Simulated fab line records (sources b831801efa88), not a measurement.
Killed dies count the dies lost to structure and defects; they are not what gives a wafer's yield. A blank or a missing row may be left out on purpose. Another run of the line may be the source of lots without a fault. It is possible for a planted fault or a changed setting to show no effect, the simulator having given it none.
A lot that was struck, set against a sound lot    flow sfq line    37 out of 325 route steps
Sound: wafers L601.3, L601.4, L601.5. Struck: wafer L611.1. (L611.5, L611.6 of the same lot were not struck and are left out.) The cause comes at the end.
At each step with rows: each side's tool, then ch and its chambers, then its first start. Under that, the readings that differ: sound wafers    struck wafers    difference of the means    sigmas: that difference in standard deviations of wafers without a fault.
alike: a reading whose means differ by less than 2 such deviations, as well as words and numbers matching on both sides. not compared: withheld readings; readings where some wafer has no value; bounds like >300 that might hide an equal value; numbers whose values overlap and for which the record gives no deviation.
The two part at a step that has a row with sigmas, a row that says differs or no value, or rows on one side only. When numbers do not overlap yet have no deviation, they are printed without sigmas and do not part them. A reading missing from all wafers of one side parts the sides only when that side holds two or more wafers.

SFQ_R5_THK_MEAS_934: measures by xrf.
  struck on film metro-03, day 64 09:08; sound on film metro-03, day 59 06:03
  alike: R5_MONX_THK
then, 6 steps without rows for these wafers: SFQ_TRILAYER_R5_LITHO_COAT_141 (resist thk 62 nm); SFQ_TRILAYER_R5_LITHO_COAT_136 (resist thk 600 nm); SFQ_TRILAYER_R5_LITHO_SOFTBAKE_140; SFQ_TRILAYER_R5_LITHO_EXPOSE_137 (exposes mask R5, target cd 500 nm); SFQ_TRILAYER_R5_LITHO_PEB_139 (peb time 60 s); SFQ_TRILAYER_R5_LITHO_DEVELOP_138 (time 60 s).
-- the record jumps here: 5 days lie between the struck wafers' starts before and after --
SFQ_R5_OVL_MEAS_935:
  struck on overlay-02, day 68 21:28; sound on overlay-01, day 60 10:05
reading      sound    struck  difference  sigmas
R5_OVL (nm)  2 -7 -1  -19     -17         -2
SFQ_TRILAYER_R5_BARC_OPEN_METAL_ETCH_177: etches BARC in O2, target depth 125 nm, time 41.7 s.
  sound on rie metal-03 ch 0,1, day 60 10:07; struck on rie metal-04 ch 1, day 68 21:31
reading                 sound  struck  difference                    sigmas
rf hours counter h (h)  - - -  99      no value on the sound wafers  
  alike: drypump motor current A, oes product au
SFQ_TRILAYER_R5_ETCH_METAL_ETCH_139: etches the open film in Cl2, stops on SiO2, target depth 60 nm, time 40 s.
  sound on rie metal-03 ch 0,1, day 60 10:11; struck on rie metal-04 ch 1, day 68 21:34
reading                 sound  struck  difference                    sigmas
rf hours counter h (h)  - - -  99      no value on the sound wafers  
  alike: drypump motor current A, oes product au
SFQ_TRILAYER_R5_STRIP_STRIP_140: strips in O2.
  sound on rie metal-03 ch 0,1, day 60 10:25; struck on rie metal-04 ch 1, day 68 21:38
reading                 sound  struck  difference                    sigmas
rf hours counter h (h)  - - -  99      no value on the sound wafers  
  alike: drypump motor current A, oes product au
then, 1 step without rows for these wafers: SFQ_TRILAYER_R5_STRIP_SOLV_CLEAN_141 (cleans in NMP, time 600 s).
SFQ_TRILAYER_A5C_DEP_PECVD_142: deposits SiO2 from SiH4/N2O, time 15.556 s, target thk 70 nm.
  sound on pecvd-03 ch 1,2, day 60 11:01; struck on pecvd-01 ch 2, day 68 22:24
reading                                               sound              struck  difference  sigmas
model.SiO2_of_TRILAYER_A5C_DEP_PECVD_142.thk nm (nm)  71.18 71.38 68.42  77.29   +6.96       
  alike: heater power w, throttle valve pct
then, 6 steps without rows for these wafers: SFQ_TRILAYER_I5_LITHO_COAT_149 (resist thk 62 nm); SFQ_TRILAYER_I5_LITHO_COAT_144 (resist thk 650 nm); SFQ_TRILAYER_I5_LITHO_SOFTBAKE_148; SFQ_TRILAYER_I5_LITHO_EXPOSE_145 (exposes mask I5, target cd 700 nm); SFQ_TRILAYER_I5_LITHO_PEB_147 (peb time 60 s); SFQ_TRILAYER_I5_LITHO_DEVELOP_146 (time 60 s).
-- the record jumps here: 4 days lie between the struck wafers' starts before and after --
SFQ_I5_OVL_MEAS_936:
  struck on overlay-02, day 72 21:59; sound on overlay-01, day 65 23:16
  alike: I5_OVL
then, 10 steps without rows for these wafers: SFQ_TRILAYER_I5_BARC_OPEN_VIA_ETCH_200 (etches BARC in O2, target depth 125 nm, time 41.7 s); SFQ_TRILAYER_I5_ETCH_VIA_ETCH_147 (etches the open film in CHF3, stops on Nb, target depth 360 nm); SFQ_TRILAYER_I5_STRIP_STRIP_148 (strips in O2); SFQ_TRILAYER_I5_STRIP_SOLV_CLEAN_149 (cleans in NMP, time 600 s); SFQ_TRILAYER_C5_LITHO_COAT_156 (resist thk 62 nm); SFQ_TRILAYER_C5_LITHO_COAT_151 (resist thk 650 nm); SFQ_TRILAYER_C5_LITHO_SOFTBAKE_155; SFQ_TRILAYER_C5_LITHO_EXPOSE_152 (exposes mask C5, target cd 500 nm); SFQ_TRILAYER_C5_LITHO_PEB_154 (peb time 60 s); SFQ_TRILAYER_C5_LITHO_DEVELOP_153 (time 60 s).
SFQ_C5_OVL_MEAS_937:
  struck on overlay-01, day 73 01:14; sound on overlay-02, day 70 02:53
  alike: C5_OVL
then, 1 step without rows for these wafers: SFQ_TRILAYER_C5_BARC_OPEN_VIA_ETCH_210 (etches BARC in O2, target depth 125 nm, time 41.7 s).
SFQ_TRILAYER_C5_ETCH_VIA_ETCH_154: etches SiO2 in CHF3, stops on Nb, target depth 84 nm.
  sound on rie diel-01 ch 1,2, day 70 02:56; struck on rie diel-03 ch 0, day 73 01:19
reading                         sound              struck  difference  sigmas
drypump motor current A (A)     4.8 5.2 5.2        6.2     +1.1        +3
oes product au (a.u.)           0.904 0.908 0.881  0.948   +0.050      +6
model.etch.depth nm (nm)        71.18 71.38 68.42  77.29   +6.96       
model.C5.feature depth nm (nm)  71.18 71.38 68.42  77.29   +6.96       
SFQ_TRILAYER_C5_STRIP_STRIP_155: strips in O2.
  sound on rie metal-02 ch 0,1, day 70 03:11; struck on rie metal-04 ch 1, day 73 01:22
reading                 sound  struck  difference                    sigmas
rf hours counter h (h)  - - -  118     no value on the sound wafers  
  alike: drypump motor current A, oes product au
then, 1 step without rows for these wafers: SFQ_TRILAYER_C5_STRIP_SOLV_CLEAN_156 (cleans in NMP, time 600 s).
SFQ_TRILAYER_M6_DEP_PRE_CLEAN_158: time 22.5 s.
  struck on pvd sputter-06, day 73 02:08; sound on pvd sputter-06, day 70 03:46
reading                                               sound              struck  difference  sigmas
model.SiO2_of_TRILAYER_A5C_DEP_PECVD_142.thk nm (nm)  63.68 63.88 60.92  69.79   +6.96       
SFQ_TRILAYER_M6_DEP_SPUTTER_157: material Nb, target thk 200 nm, time 133.3 s.
  struck on pvd sputter-06, day 73 02:10; sound on pvd sputter-06, day 70 03:48
  alike: throttle valve pct

WHERE THEY PART
Earliest at SFQ_R5_OVL_MEAS_935; latest, in this record, at SFQ_TRILAYER_C5_STRIP_STRIP_155. Later steps at which nothing parts them and some readings are alike: SFQ_TRILAYER_M6_DEP_SPUTTER_157.

WHY: what had been put in by the simulator
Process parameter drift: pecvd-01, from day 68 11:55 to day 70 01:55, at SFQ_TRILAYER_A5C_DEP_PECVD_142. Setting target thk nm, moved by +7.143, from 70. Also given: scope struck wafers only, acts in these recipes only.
